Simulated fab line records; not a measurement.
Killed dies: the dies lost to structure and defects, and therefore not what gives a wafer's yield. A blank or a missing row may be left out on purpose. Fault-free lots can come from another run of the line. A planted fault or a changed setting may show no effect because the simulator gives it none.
Matching of chambers | flow gf180mcu | pecvd-01 running GF_V2_CVD_02: 3 sister chambers
The step deposits SiO2 from TEOS, target thk 850 nm, time 94.851 s. 3 wafers are shown with their chamber, then 7 later ones without.

== EACH WAFER AND ITS CHAMBER ==
wafer  | chamber | heater-power-w (W)
L709.4 | 1       | 554
L709.5 | 2       | 737
L712.4 | 0       | 880

== WAFERS WITHOUT THEIR CHAMBER ==
wafer  | heater-power-w (W)
L712.5 | 625
L713.1 | 749
L713.3 | 579
L713.4 | 835
L716.1 | 631
L716.4 | 929
L716.6 | 631

== EACH ONE'S CHAMBER ==
wafer  | from the rows above     | in truth
L712.5 | can't be placed: 1 or 2 | 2
L713.1 | 2                       | 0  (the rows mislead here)
L713.3 | 1                       | 1
L713.4 | can't be placed: 0 or 2 | 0
L716.1 | can't be placed: 1 or 2 | 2
L716.4 | 0                       | 0
L716.6 | can't be placed: 1 or 2 | 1
Correctly placed: 2 of 7. From these rows, 4 cannot be placed; in 4 the true chamber is one of the candidates. Wrongly placed: 1.
How it was worked out, from the rows above alone: a wafer's distance from a chamber is the root of the sum, over the readings, of the square of ((its reading less the chamber's mean) divided by the reading's scatter). If the next closest chamber is less than 2 further off than the closest, the wafer can't be placed; otherwise it belongs to the closest. The mean given for a chamber averages the wafers shown for that chamber. The scatter: with one shown wafer a chamber, the root of the mean of the squares of how far each hidden wafer lies from its nearest shown one.
